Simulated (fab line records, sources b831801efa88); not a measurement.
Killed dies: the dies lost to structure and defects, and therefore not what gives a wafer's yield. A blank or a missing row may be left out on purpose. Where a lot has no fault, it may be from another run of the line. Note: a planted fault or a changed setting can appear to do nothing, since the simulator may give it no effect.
fab line records ; flow sky130
[record] lots = 13; wafers = 39; last-day = 50
route steps=708 shown FIELD_ISO@4 NWELL@34 VT_ADJUST_LVTN@107 VT_ADJUST_NCORE@129 PAD_OPEN@708
lots that met no fault: taken from a fault-free run of the same line
start-h: hours from the record's first day to the start of the lot's first wafer shown ; wait-h: hours from the lot's prior step to this one ; " unchanged from the row above ; L1.1+2: several wafers, shown together as one row ; - either no value or no given start ; * or withheld: withheld ; < > ~ a bound
route shown NAME@n: a module of which the file shows steps, and the number in the route of the first ; usual: average and standard deviation across the fault-free wafers ; same: alike in all rows ; chamber/n: place in a boat ; sites: each site's reading ; _std_site: the standard deviation of these ; _edge_site: the outer-site mean with the inner-site mean subtracted ; radius-mm: how far each site lies from the wafer's centre ; mask NAME#n: copy n ; behind: the tool/chamber that last shaped the wafer ; hold: reason for holding the lot/hours on hold/outcome of the hold ; device: which transistor (n, p or np) failed to switch ; end of line: at the end of the route, the tests of the same wafers ; for a step that has no rows: nothing shown but its recipe ; killed: dies that structure and defects cost at the first sort, which is not the same as the wafer's yield ; map: dies across one wafer; x = killed, . = not, _ = none there
set.NAME: the setting as run; set.NAME@STEP: as run at that earlier step ; model.NAME: the simulator's own value behind a step, which no gauge read
one table for each step of the route and one row for each wafer, over a sample of lots
services: a tool's chamber out of use, with start hour (start-h, from the record's first day; less than 0 if before it), hours out, and reason
[[steps]]
[step SKY_FIELD_ISO_CVD_03]
[recipe] material = Si3N4; precursor = DCS/NH3; target-thk-nm = 165; temp-c = 770; time-s = 2830; pressure-mtorr = 250
[usual] pressure-mtorr = 249.9/0.47; spike-tc-bottom-C = 789.8/1
lot.wafer;tool;chamber;start-h;wait-h;pressure-mtorr;spike-tc-bottom-C
L149.1;lpcvd-02;0;11.69;0.1;250.1;791.0
L149.4;lpcvd-02;0;11.69;0.1;250.1;789.2
L149.5;lpcvd-02;0;11.69;0.1;250.0;789.3
L151.1;lpcvd-02;1;23.53;0.1;249.9;789.9
L151.2;lpcvd-02;1;23.53;0.1;249.3;790.2
L151.6;lpcvd-02;1;23.53;0.1;249.2;791.3
L152.4;lpcvd-02;1;28.02;1.3;250.2;789.3
L152.5;lpcvd-02;1;28.02;1.3;249.7;791.1
L152.6;lpcvd-02;1;28.02;1.3;249.8;790.2
L154.1;lpcvd-02;1;38.34;1.7;249.6;788.5
L154.3;lpcvd-02;1;38.34;1.7;249.8;791.3
L154.6;lpcvd-02;1;38.34;1.7;249.0;791.2
L157.1;lpcvd-02;0;51.69;0.1;249.8;788.9
L157.3;lpcvd-02;0;51.69;0.1;250.0;788.4
L157.5;lpcvd-02;0;51.69;0.1;250.4;788.4
L161.1;lpcvd-02;1;71.69;0.1;250.6;789.2
L161.2;lpcvd-02;1;71.69;0.1;250.4;791.2
L161.5;lpcvd-02;1;71.69;0.1;250.2;788.8
L162.2;lpcvd-02;1;79.47;1.5;-;-
L162.3;lpcvd-02;1;79.47;1.5;-;-
L162.6;lpcvd-02;1;79.47;1.5;-;-
L163.2;lpcvd-02;0;83.35;1.1;-;-
L163.3;lpcvd-02;0;83.35;1.1;-;-
L163.4;lpcvd-02;0;83.35;1.1;-;-
L164.2;lpcvd-02;1;87.17;0.0;-;-
L164.3;lpcvd-02;1;87.17;0.0;-;-
L164.4;lpcvd-02;1;87.17;0.0;-;-
L165.4;lpcvd-02;1;92.57;0.9;249.3;789.0
L165.5;lpcvd-02;1;92.57;0.9;249.2;793.1
L165.6;lpcvd-02;1;92.57;0.9;249.7;789.3
L168.1;lpcvd-02;1;107.74;0.1;250.0;789.0
L168.2;lpcvd-02;1;107.74;0.1;248.9;791.3
L168.6;lpcvd-02;1;107.74;0.1;249.3;788.8
L171.2;lpcvd-02;0;123.86;0.0;250.1;790.2
L171.3;lpcvd-02;0;123.86;0.0;250.3;788.3
L171.6;lpcvd-02;0;123.86;0.0;250.3;790.2
L172.2;lpcvd-02;0;127.00;0.3;250.7;789.3
L172.4;lpcvd-02;0;127.00;0.3;250.2;790.0
L172.5;lpcvd-02;0;127.00;0.3;250.4;792.6
[step SKY_FIELD_ISO_THK_MEAS_23]
[recipe] reads = SiO2_of_FIELD_ISO_OXIDATION_22
[usual] FIELD_ISO_OXIDATION_01_THK = 9.95/0.18
lot.wafer;tool;chamber;start-h;wait-h;FIELD_ISO_OXIDATION_01_THK[nm]
L149.1;film-metro-03;-;30.59;0.0;10.10
L149.4;film-metro-03;-;30.59;0.0;9.94
L149.5;film-metro-03;-;30.59;0.0;10.05
L151.1;film-metro-04;-;42.80;0.0;10.15
L151.2;film-metro-04;-;42.80;0.0;10.03
L151.6;film-metro-04;-;42.80;0.0;10.20
L152.4;film-metro-01;-;47.84;0.0;9.93
L152.5;film-metro-01;-;47.84;0.0;9.93
L152.6;film-metro-01;-;47.84;0.0;9.88
L154.1;film-metro-03;-;57.80;0.0;9.86
L154.3;film-metro-03;-;57.80;0.0;9.88
L154.6;film-metro-03;-;57.80;0.0;9.98
L157.1;film-metro-01;-;72.81;0.0;10.04
L157.3;film-metro-01;-;72.81;0.0;10.21
L157.5;film-metro-01;-;72.81;0.0;10.05
L161.1;film-metro-03;-;92.81;0.0;10.00
L161.2;film-metro-03;-;92.81;0.0;10.05
L161.5;film-metro-03;-;92.81;0.0;10.11
L162.2;film-metro-03;-;100.60;0.0;-
L162.3;film-metro-03;-;100.60;0.0;-
L162.6;film-metro-03;-;100.60;0.0;-
L163.2;film-metro-04;-;104.79;0.0;-
L163.3;film-metro-04;-;104.79;0.0;-
L163.4;film-metro-04;-;104.79;0.0;-
L164.2;film-metro-01;-;108.87;0.0;-
L164.3;film-metro-01;-;108.87;0.0;-
L164.4;film-metro-01;-;108.87;0.0;-
L165.4;film-metro-03;-;115.21;0.1;10.05
L165.5;film-metro-03;-;115.21;0.1;10.01
L165.6;film-metro-03;-;115.21;0.1;10.04
L168.1;film-metro-03;-;130.73;0.0;10.09
L168.2;film-metro-03;-;130.73;0.0;9.85
L168.6;film-metro-03;-;130.73;0.0;10.14
L171.2;film-metro-04;-;151.88;0.0;10.10
L171.3;film-metro-04;-;151.88;0.0;10.11
L171.6;film-metro-04;-;151.88;0.0;10.23
L172.2;film-metro-01;-;151.93;0.1;10.01
L172.4;film-metro-01;-;151.93;0.1;10.02
L172.5;film-metro-01;-;151.93;0.1;10.09
[step SKY_NWELL_THK_MEAS_02]
[recipe] reads = SiO2_of_NWELL_OXIDATION_01
[usual] NWELL_OXIDATION_THK = 9.89/0.19
lot.wafer;tool;chamber;start-h;wait-h;NWELL_OXIDATION_THK[nm]
L149.1;film-metro-02;-;36.25;0.0;10.13
L149.4;film-metro-02;-;36.25;0.0;10.24
L149.5;film-metro-02;-;36.25;0.0;10.10
L151.1;film-metro-03;-;46.80;0.0;10.09
L151.2;film-metro-03;-;46.80;0.0;10.16
L151.6;film-metro-03;-;46.80;0.0;10.30
L152.4;film-metro-04;-;53.06;0.0;9.78
L152.5;film-metro-04;-;53.06;0.0;9.86
L152.6;film-metro-04;-;53.06;0.0;9.76
L154.1;film-metro-02;-;63.74;0.0;9.86
L154.3;film-metro-02;-;63.74;0.0;9.65
L154.6;film-metro-02;-;63.74;0.0;9.81
L157.1;film-metro-04;-;79.30;0.0;9.72
L157.3;film-metro-04;-;79.30;0.0;9.60
L157.5;film-metro-04;-;79.30;0.0;9.60
L161.1;film-metro-02;-;96.80;0.0;9.96
L161.2;film-metro-02;-;96.80;0.0;10.01
L161.5;film-metro-02;-;96.80;0.0;9.81
L165.4;film-metro-02;-;122.94;0.0;9.85
L165.5;film-metro-02;-;122.94;0.0;9.89
L165.6;film-metro-02;-;122.94;0.0;9.95
L168.1;film-metro-02;-;135.17;0.0;9.67
L168.2;film-metro-02;-;135.17;0.0;9.80
L168.6;film-metro-02;-;135.17;0.0;9.54
L171.2;film-metro-03;-;159.52;0.0;9.69
L171.3;film-metro-03;-;159.52;0.0;9.56
L171.6;film-metro-03;-;159.52;0.0;9.92
L172.2;film-metro-04;-;159.52;0.0;9.92
L172.4;film-metro-04;-;159.52;0.0;9.77
L172.5;film-metro-04;-;159.52;0.0;9.62
[step SKY_VT_ADJUST_LVTN_TW_MEAS_10]
[usual] VT_ADJUST_LVTN_TW = 241.3/2.3
lot.wafer;tool;chamber;start-h;wait-h;VT_ADJUST_LVTN_TW
L149.1;film-metro-01;-;140.71;0.1;244.5
L149.4;film-metro-01;-;140.71;0.1;243.7
L149.5;film-metro-01;-;140.71;0.1;244.7
L151.1;film-metro-03;-;155.17;0.1;241.3
L151.2;film-metro-03;-;155.17;0.1;242.2
L151.6;film-metro-03;-;155.17;0.1;242.1
L152.4;film-metro-01;-;161.99;0.1;244.2
L152.5;film-metro-01;-;161.99;0.1;242.9
L152.6;film-metro-01;-;161.99;0.1;245.0
L154.1;film-metro-03;-;173.91;0.1;239.3
L154.3;film-metro-03;-;173.91;0.1;241.0
L154.6;film-metro-03;-;173.91;0.1;240.4
L157.1;film-metro-02;-;193.11;0.1;239.8
L157.3;film-metro-02;-;193.11;0.1;238.9
L157.5;film-metro-02;-;193.11;0.1;238.8
L161.1;film-metro-02;-;215.86;0.1;239.0
L161.2;film-metro-02;-;215.86;0.1;238.8
L161.5;film-metro-02;-;215.86;0.1;239.1
L165.4;film-metro-02;-;249.90;0.1;238.4
L165.5;film-metro-02;-;249.90;0.1;239.7
L165.6;film-metro-02;-;249.90;0.1;238.7
L168.1;film-metro-02;-;264.71;0.1;238.7
L168.2;film-metro-02;-;264.71;0.1;239.9
L168.6;film-metro-02;-;264.71;0.1;240.5
L171.2;film-metro-01;-;299.72;0.1;244.4
L171.3;film-metro-01;-;299.72;0.1;244.6
L171.6;film-metro-01;-;299.72;0.1;244.4
L172.2;film-metro-03;-;299.83;0.1;241.6
L172.4;film-metro-03;-;299.83;0.1;240.9
L172.5;film-metro-03;-;299.83;0.1;242.5
[step SKY_VT_ADJUST_NCORE_STRIP_10]
[recipe] chemistry = O2/N2; power-w = 1400; pressure-mtorr = 1500; platen-temp-c = withheld; o2-flow-sccm = 3000; n2-flow-sccm = 300; overash-fraction = 0.5
[usual] drypump-motor-current-A = 5.8/0.44; oes-product-au = 0.717/0.0044; strip-time-to-endpoint-s = 14.18/0.042
lot.wafer;tool;chamber;start-h;wait-h;drypump-motor-current-A;oes-product-au;rf-hours-counter-h;strip-time-to-endpoint-s
L149.1;plasma-asher-03;1;180.63;0.1;5.8;0.710;48;14.18
L149.4;plasma-asher-03;1;180.63;0.1;5.7;0.721;-;14.24
L149.5;plasma-asher-03;1;180.63;0.1;5.8;0.721;-;14.24
L151.1;plasma-asher-01;1;196.16;0.1;6.6;0.718;37;14.21
L151.2;plasma-asher-01;0;196.16;0.1;6.5;0.722;37;14.22
L151.6;plasma-asher-01;1;196.16;0.1;6.6;0.717;-;14.17
L152.4;plasma-asher-01;1;204.47;0.1;6.6;0.714;-;14.21
L152.5;plasma-asher-01;1;204.47;0.1;6.5;0.716;-;14.21
L152.6;plasma-asher-01;0;204.47;0.1;6.5;0.711;-;14.20
L154.1;plasma-asher-03;0;215.76;0.1;5.6;0.716;51;14.16
L154.3;plasma-asher-03;1;215.76;0.1;5.8;0.713;-;14.19
L154.6;plasma-asher-03;0;215.76;0.1;5.6;0.715;-;14.16
L157.1;plasma-asher-01;1;238.04;0.1;6.6;0.713;41;14.18
L157.3;plasma-asher-01;1;238.04;0.1;6.6;0.715;-;14.19
L157.5;plasma-asher-01;0;238.04;0.1;6.5;0.714;-;14.17
L161.1;plasma-asher-02;1;263.26;0.1;5.7;0.715;59;14.19
L161.2;plasma-asher-02;0;263.26;0.1;5.4;0.714;59;14.20
L161.5;plasma-asher-02;0;263.26;0.1;5.3;0.712;-;14.19
L165.4;plasma-asher-02;0;300.15;0.1;5.4;0.714;-;14.20
L165.5;plasma-asher-02;1;300.15;0.1;5.7;0.717;-;14.20
L165.6;plasma-asher-02;0;300.15;0.1;5.3;0.718;-;14.19
L168.1;plasma-asher-03;0;316.23;0.1;5.6;0.726;61;14.18
L168.2;plasma-asher-03;1;316.23;0.1;5.7;0.719;61;14.19
L168.6;plasma-asher-03;0;316.23;0.1;5.6;0.719;-;14.18
L171.2;plasma-asher-02;1;352.41;0.1;5.7;0.717;67;14.13
L171.3;plasma-asher-02;0;352.41;0.1;5.3;0.717;-;14.18
L171.6;plasma-asher-02;0;352.41;0.1;5.3;0.713;-;14.10
L172.2;plasma-asher-01;1;353.31;0.1;6.6;0.707;52;14.29
L172.4;plasma-asher-01;0;353.31;0.1;6.5;0.717;-;14.26
L172.5;plasma-asher-01;0;353.31;0.1;6.5;0.722;-;14.28
[step SKY_PAD_OPEN_PROBE_99]
[usual] killed_at_M0_to_M3 = 45/6.8; killed_at_M4_up = 3.2/1.6; killed-at-contacts = 24/5.1; killed-at-front-end = 14/4.4; killed-at-other = 0.4/0.65; killed-dies = 87/8.8; killed-on-rim = 17/3.6; killed-open = 47/7.2; killed-short = 39/6.1
[same] gross-dies = 492; killed-at-back-side = 0
lot.wafer;tool;chamber;start-h;wait-h;killed_at_M0_to_M3;killed_at_M4_up;killed-at-contacts;killed-at-front-end;killed-at-other;killed-dies;killed-on-rim;killed-open;killed-short
L162.2;prober-01;-;1150.88;0.1;51;4;12;424;1;492;96;47;41
L162.3;prober-01;-;1150.93;0.2;38;2;26;425;1;492;96;39;34
L162.6;prober-01;-;1151.08;0.2;31;4;24;433;0;492;96;37;38
L163.2;prober-02;-;1153.63;0.1;38;3;27;424;0;492;96;34;46
L163.3;prober-02;-;1153.68;0.2;47;5;21;418;1;492;96;49;44
L163.4;prober-02;-;1153.73;0.2;54;1;17;420;0;492;96;41;46
L164.2;prober-01;-;1164.68;0.1;43;2;24;422;1;492;96;43;35
L164.3;prober-01;-;1164.73;0.2;47;3;28;413;1;492;96;44;45
L164.4;prober-01;-;1164.78;0.2;48;2;21;421;0;492;96;47;37
L165.4;prober-02;-;1170.14;0.2;37;2;27;12;1;79;21;49;29
L165.5;prober-02;-;1170.19;0.2;52;6;24;8;1;91;16;50;40
L165.6;prober-02;-;1170.24;0.2;34;4;21;17;2;78;17;39;38
// killed by level:class
L162.2 FIELD_ISO:area-cvd=404 VIA1:geometric-particle:open=13 VIA3:geometric-particle:open=11 POLY_GATE:geometric-particle:open=6 METAL1:geometric-particle:short=6 VIA2:geometric-particle:open=6 POLY_GATE:geometric-particle:short=5 LI_CONTACT:geometric-particle:short=5
L162.3 FIELD_ISO:area-cvd=418 VIA3:geometric-particle:open=12 CONTACT:geometric-particle:open=7 METAL2:geometric-particle:short=7 LI_CONTACT:geometric-particle:open=6 CONTACT:geometric-particle:short=5 VIA2:geometric-particle:open=4 LI_CONTACT:geometric-particle:short=4
L162.6 FIELD_ISO:area-cvd=417 CONTACT:geometric-particle:open=9 CONTACT:geometric-particle:short=6 VIA1:geometric-particle:open=6 VIA1:geometric-particle:short=6 FIELD_ISO:geometric-particle:open=5 FIELD_ISO:geometric-particle:short=5 LI_CONTACT:geometric-particle:open=5
L163.2 FIELD_ISO:area-cvd=412 LI_CONTACT:geometric-particle:open=7 CONTACT:geometric-particle:open=7 METAL2:geometric-particle:short=6 VIA1:geometric-particle:short=5 VIA3:geometric-particle:short=5 VIA2:geometric-particle:short=5 FIELD_ISO:geometric-particle:short=4
L163.3 FIELD_ISO:area-cvd=398 CONTACT:geometric-particle:open=9 VIA1:geometric-particle:short=8 VIA3:geometric-particle:open=7 LI_CONTACT:geometric-particle:open=6 VIA1:geometric-particle:open=6 METAL2:geometric-particle:short=6 FIELD_ISO:geometric-particle:open=5
L163.4 FIELD_ISO:area-cvd=405 VIA1:geometric-particle:open=9 METAL2:geometric-particle:short=9 VIA1:geometric-particle:short=8 CONTACT:geometric-particle:open=8 METAL1:geometric-particle:short=6 VIA3:geometric-particle:open=6 LI_CONTACT:geometric-particle:open=5
L164.2 FIELD_ISO:area-cvd=414 VIA2:geometric-particle:open=9 VIA1:geometric-particle:open=7 LI_CONTACT:geometric-particle:open=7 CONTACT:geometric-particle:short=7 METAL1:geometric-particle:short=6 FIELD_ISO:geometric-particle:open=5 VIA3:geometric-particle:short=5
L164.3 FIELD_ISO:area-cvd=403 LI_CONTACT:geometric-particle:open=9 VIA1:geometric-particle:open=9 METAL1:geometric-particle:short=9 CONTACT:geometric-particle:open=7 CONTACT:geometric-particle:short=7 VIA2:geometric-particle:open=7 VIA3:geometric-particle:short=5
L164.4 FIELD_ISO:area-cvd=408 VIA1:geometric-particle:open=18 CONTACT:geometric-particle:open=10 METAL1:geometric-particle:short=7 POLY_GATE:geometric-particle:open=6 VIA3:geometric-particle:open=6 METAL2:geometric-particle:short=5 VIA3:geometric-particle:short=5
L165.4 CONTACT:geometric-particle:open=9 VIA3:geometric-particle:open=9 VIA1:geometric-particle:open=9 VIA2:geometric-particle:open=7 LI_CONTACT:geometric-particle:short=5 LI_CONTACT:geometric-particle:open=4 LOCAL_INTERCONNECT:geometric-particle:short=4 CONTACT:geometric-particle:short=4
L165.5 VIA3:geometric-particle:open=10 VIA1:geometric-particle:open=10 LOCAL_INTERCONNECT:geometric-particle:short=9 CONTACT:geometric-particle:open=8 METAL1:geometric-particle:short=8 VIA2:geometric-particle:open=6 METAL1:geometric-particle:open=5 POLY_GATE:geometric-particle:short=4
L165.6 VIA1:geometric-particle:open=10 VIA1:geometric-particle:short=6 LI_CONTACT:geometric-particle:open=6 CONTACT:geometric-particle:open=6 FIELD_ISO:geometric-particle:short=5 LOCAL_INTERCONNECT:geometric-particle:short=5 VIA2:geometric-particle:open=5 FIELD_ISO:geometric-particle:open=3
[[services]]
tool;chamber;start-h;hours;kind
plasma-asher-01;-;0.77;8.7;repair
plasma-asher-01;-;2.70;15.0;repair
plasma-asher-03;-;61.52;14.6;pm
plasma-asher-03;-;106.84;2.8;pm
plasma-asher-03;-;111.70;3.8;repair
plasma-asher-01;-;132.14;14.6;pm
plasma-asher-02;-;179.01;2.8;pm
lpcvd-02;-;189.33;0.6;repair
plasma-asher-01;-;190.71;1.3;repair
plasma-asher-02;-;231.53;0.8;repair
plasma-asher-01;-;314.88;2.8;pm
[[key]]
[first-sign] step = SKY_FIELD_ISO_CVD_03; reading = tool-record; direction = missing
[effect] step = SKY_FIELD_ISO_THK_MEAS_23; reading = FIELD_ISO_OXIDATION_01_THK; direction = missing
[effect] step = SKY_PAD_OPEN_PROBE_99; reading = killed-at-front-end; direction = up; sigmas = 92; usual = 14; struck = 422
[more-kills-born-at] SKY_FIELD_ISO_CVD_03@lpcvd-02 = 3677
met-at SKY_FIELD_ISO_CVD_03
struck-lots L162,L163,L164
later-rows-left-out L162.2,L162.3,L162.6,L163.2,L163.3,L163.4,L164.2,L164.3,L164.4
tester-left-out L162,L163,L164
not-acting-at SKY_NWELL_THK_MEAS_02,SKY_VT_ADJUST_LVTN_TW_MEAS_10,SKY_VT_ADJUST_NCORE_STRIP_10
onset-between 71.69 79.47
[fault] kind = skipped-step-whole; tool = lpcvd-02; chamber = -; onset-h = 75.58; steps = SKY_FIELD_ISO_CVD_03; scope = struck-lots-only
// tester-left-out: of these lots the tester's yield and bins aren't shown, on N5 and GAA mostly nor the transistor test; their killed dies are dies lost to structure and defects alone, not to doping, threshold or leakage, so they don't give the yield
// later-rows-left-out: the simulator's readings of these wafers behind a module that went badly wrong aren't trusted and aren't shown, but for the sort
